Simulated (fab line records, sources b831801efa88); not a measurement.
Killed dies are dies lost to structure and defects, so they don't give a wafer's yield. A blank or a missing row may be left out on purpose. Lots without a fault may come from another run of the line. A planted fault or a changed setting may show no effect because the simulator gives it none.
Chamber matching | flow gf180mcu | GF_V1_CMP_04 on cmp-02: 4 sister chambers
The step polishes SiO2. 16 wafers are shown with their chamber, then 7 later ones without.

WAFERS WITH THEIR CHAMBER
wafer  | chamber | motor_current_A (A) | time_to_endpoint_s (s) | edge_zone_pressure_frac
L425.3 | 1       | 12.9                | 76                     | 1.001
L425.4 | 3       | 11.7                | 80                     | 1.000
L425.5 | 0       | 12.7                | 85                     | 1.007
L427.1 | 0       | 12.5                | 83                     | 0.998
L427.2 | 1       | 12.0                | 65                     | 1.003
L427.6 | 1       | 11.7                | 71                     | 1.004
L429.2 | 2       | 13.3                | 83                     | 1.006
L429.5 | 0       | 12.3                | 83                     | 1.000
L429.6 | 1       | 12.1                | 73                     | 0.999
L431.1 | 2       | 13.2                | 75                     | 0.999
L431.6 | 0       | 12.6                | 82                     | 0.997
L441.1 | 2       | 13.3                | 79                     | 1.011
L441.2 | 1       | 11.6                | 62                     | 1.004
L441.5 | 2       | 13.6                | 75                     | 1.003
L443.1 | 1       | 12.2                | 70                     | 1.009
L443.2 | 3       | 11.3                | 70                     | 1.003

SIGNATURES (means of the wafers above)
reading                 | chamber 0 | chamber 1 | chamber 2 | chamber 3 | scatter within a chamber
motor_current_A         | 12.525    | 12.083    | 13.350    | 11.500    | 0.332
time_to_endpoint_s      | 83.25     | 69.50     | 78.00     | 75.00     | 4.4
edge_zone_pressure_frac | 1.00050   | 1.00333   | 1.00475   | 1.00150   | 0.00408
Rule: a wafer's distance from a chamber is the root of the sum, over the readings, of the square of ((its reading less the chamber's mean) divided by the reading's scatter). The wafer belongs to the nearest chamber; if the next one is less than 2 further off, it can't be placed. The scatter: the root of (the sum of the squares of (reading less its chamber's mean) over the shown wafers, divided by (wafers less chambers)).

WAFERS WITHOUT THEIR CHAMBER
wafer  | motor_current_A (A) | time_to_endpoint_s (s) | edge_zone_pressure_frac
L443.5 | 11.3                | 71                     | 0.999
L446.2 | 11.9                | 65                     | 0.993
L446.3 | 12.7                | 76                     | 0.994
L446.6 | 12.1                | 74                     | 1.006
L447.2 | 12.6                | 71                     | 1.003
L447.5 | 13.3                | 77                     | 1.007
L447.6 | 12.2                | 74                     | 1.002

WHICH CHAMBER EACH WENT THROUGH
wafer  | from the rows above               | in truth
L443.5 | can't be placed: 3 or 1           | 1
L446.2 | can't be placed: 1 or 3           | 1
L446.3 | can't be placed: 0 or 1 or 2 or 3 | 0
L446.6 | can't be placed: 1 or 3 or 0      | 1
L447.2 | can't be placed: 1 or 2 or 0 or 3 | 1
L447.5 | 2                                 | 2
L447.6 | can't be placed: 1 or 3 or 0      | 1
Placed correctly: 1 of 7. Can't be placed from these rows: 6 (the true chamber is among the candidates in 6). Placed wrongly: 0.
